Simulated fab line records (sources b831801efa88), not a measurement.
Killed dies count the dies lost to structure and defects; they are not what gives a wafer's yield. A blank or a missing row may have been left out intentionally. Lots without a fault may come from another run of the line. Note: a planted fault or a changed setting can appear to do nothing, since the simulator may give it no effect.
What tool caused it? :: flow sky130 :: Sampling: 24 lots, 72 wafers, 2 of 708 route steps

WHAT THE GAUGES SHOWED, per wafer
SKY_FIELD_ISO_BOW_MEAS_00.
lot: L074
measured: day 1 10:02
on: film-metro-03
INCOMING_BOW (um): -7 -1 2

lot: L075
measured: day 1 15:02
on: film-metro-01
INCOMING_BOW (um): 2 8 -3

lot: L076
measured: day 1 20:01
on: film-metro-03
INCOMING_BOW (um): 1 -2 -4

lot: L077
measured: day 2 01:00
on: film-metro-03
INCOMING_BOW (um): -4 7 1

lot: L078
measured: day 2 06:00
on: film-metro-04
INCOMING_BOW (um): -6 2 -9

lot: L079
measured: day 2 11:01
on: film-metro-03
INCOMING_BOW (um): 2 3 -2

lot: L080
measured: day 2 16:00
on: film-metro-03
INCOMING_BOW (um): -3 16 -7

lot: L081
measured: day 2 21:02
on: film-metro-01
INCOMING_BOW (um): 1 1 -1

lot: L082
measured: day 3 02:02
on: film-metro-01
INCOMING_BOW (um): 0 -2 9

lot: L083
measured: day 3 07:00
on: film-metro-01
INCOMING_BOW (um): 5 -9 2

lot: L084
measured: day 3 12:00
on: film-metro-01
INCOMING_BOW (um): 11 16 4

lot: L085
measured: day 3 17:00
on: film-metro-03
INCOMING_BOW (um): -2 -11 7

lot: L086
measured: day 3 22:01
on: film-metro-03
INCOMING_BOW (um): 7 1 -2

lot: L087
measured: day 4 03:00
on: film-metro-04
INCOMING_BOW (um): -10 -15 7

lot: L088
measured: day 4 08:03
on: film-metro-04
INCOMING_BOW (um): 5 -1 -10

lot: L089
measured: day 4 13:00
on: film-metro-01
INCOMING_BOW (um): -3 6 -3

lot: L090
measured: day 4 18:00
on: film-metro-01
INCOMING_BOW (um): 1 -2 3

lot: L091
measured: day 4 23:01
on: film-metro-01
INCOMING_BOW (um): 14 2 -10

lot: L092
measured: day 5 04:04
on: film-metro-04
INCOMING_BOW (um): -7 8 -12

lot: L093
measured: day 5 09:01
on: film-metro-01
INCOMING_BOW (um): -7 3 -7

lot: L094
measured: day 5 14:02
on: film-metro-03
INCOMING_BOW (um): -1 4 7

lot: L095
measured: day 5 19:00
on: film-metro-04
INCOMING_BOW (um): 11 13 -9

lot: L096
measured: day 6 00:01
on: film-metro-03
INCOMING_BOW (um): -10 -1 2

lot: L097
measured: day 6 05:00
on: film-metro-03
INCOMING_BOW (um): -2 7 6

SKY_VT_ADJUST_HVTP_OVL_MEAS_08.
lot: L074
measured: day 6 06:04
on: overlay-01
VT_ADJUST_HVTP_OVL (nm): 0.3 -1.6 -0.6

lot: L075
measured: day 6 08:19
on: overlay-01
VT_ADJUST_HVTP_OVL (nm): -0.5 -2.3 -0.6

lot: L076
measured: day 6 13:03
on: overlay-02
VT_ADJUST_HVTP_OVL (nm): 1.3 2.7 2.0

lot: L077
measured: day 6 14:28
on: overlay-02
VT_ADJUST_HVTP_OVL (nm): 0.8 0.5 -0.7

lot: L078
measured: day 6 18:56
on: overlay-02
VT_ADJUST_HVTP_OVL (nm): 1.3 0.8 0.7

lot: L079
measured: day 7 08:10
on: overlay-02
VT_ADJUST_HVTP_OVL (nm): 2.6 0.4 2.5

lot: L080
measured: day 7 09:25
on: overlay-01
VT_ADJUST_HVTP_OVL (nm): -0.1 0.9 -1.0

lot: L081
measured: day 7 14:43
on: overlay-02
VT_ADJUST_HVTP_OVL (nm): 1.2 -0.6 -0.6

lot: L082
measured: day 7 20:40
on: overlay-01
VT_ADJUST_HVTP_OVL (nm): 0.7 -0.1 1.9

lot: L083
measured: day 8 05:47
on: overlay-01
VT_ADJUST_HVTP_OVL (nm): 1.9 2.4 1.3

lot: L084
measured: day 8 11:25
on: overlay-01
VT_ADJUST_HVTP_OVL (nm): 0.9 1.8 -1.1

lot: L085
measured: day 8 17:43
on: overlay-01
VT_ADJUST_HVTP_OVL (nm): -1.1 0.4 0.3

lot: L086
measured: day 9 00:29
on: overlay-02
VT_ADJUST_HVTP_OVL (nm): 0.7 -0.3 0.7

lot: L087
measured: day 9 06:19
on: overlay-02
VT_ADJUST_HVTP_OVL (nm): 2.9 -0.4 1.6

lot: L088
measured: day 9 11:25
on: overlay-02
VT_ADJUST_HVTP_OVL (nm): -0.2 -1.1 -0.5

lot: L089
measured: day 9 15:29
on: overlay-02
VT_ADJUST_HVTP_OVL (nm): -1.4 -1.5 -2.2

lot: L090
measured: day 9 22:46
on: overlay-02
VT_ADJUST_HVTP_OVL (nm): -1.0 -1.0 -0.3

lot: L091
measured: day 10 09:15
on: overlay-01
VT_ADJUST_HVTP_OVL (nm): 3.0 1.0 -0.2

lot: L092
measured: day 10 18:01
on: overlay-02
VT_ADJUST_HVTP_OVL (nm): 0.8 -0.3 1.1

lot: L093
measured: day 12 16:21
on: overlay-02
VT_ADJUST_HVTP_OVL (nm): 0.2 0.0 -0.3

lot: L094
measured: day 12 13:44
on: overlay-02
VT_ADJUST_HVTP_OVL (nm): -2.6 -1.5 0.5

lot: L095
measured: day 12 14:46
on: overlay-01
VT_ADJUST_HVTP_OVL (nm): -0.2 0.0 0.8

lot: L096
measured: day 12 15:26
on: overlay-01
VT_ADJUST_HVTP_OVL (nm): 0.5 0.3 -2.3

lot: L097
measured: day 12 13:31
on: overlay-01
VT_ADJUST_HVTP_OVL (nm): -0.2 0.0 0.3

TOOL THAT RAN EACH LOT (tool first, then ch and the chambers of the sampled wafers, then the start)
Record: no process step prior to these readings.

AS READ BY THE TOOLS THEMSELVES (means over the sampled wafers that have a number; for cases with no such wafer, the mark the record gives instead)
The record holds no such reading with a usual standard deviation.

THE ANSWER, worked out from the rows above alone
Rule: the usual values come from the lots themselves. The widest of any qualifying gaps counts: lots, ordered by their means at a reading, are off when they make up no more than a third of the lots, leave a main group of 4 or more, and stand apart from it by 3 or more times the standard deviation of that group's means. A main group is skipped when, at the precision printed for the reading in the tables above, its means are all equal. Also off: a lot with no number at a reading for which 4 or more lots have one. The other lots that the step has rows for count as sound. The gauges are gone through in route order, then the tools' own readings, and for those a lot's mean is taken as printed above. At the first step where some lot is off, the reading lying furthest off is the one used; lots without a number count as furthest.
No lot is off on any of the readings shown, so nothing can be concluded from this.

WHAT THE SIMULATOR PUT IN
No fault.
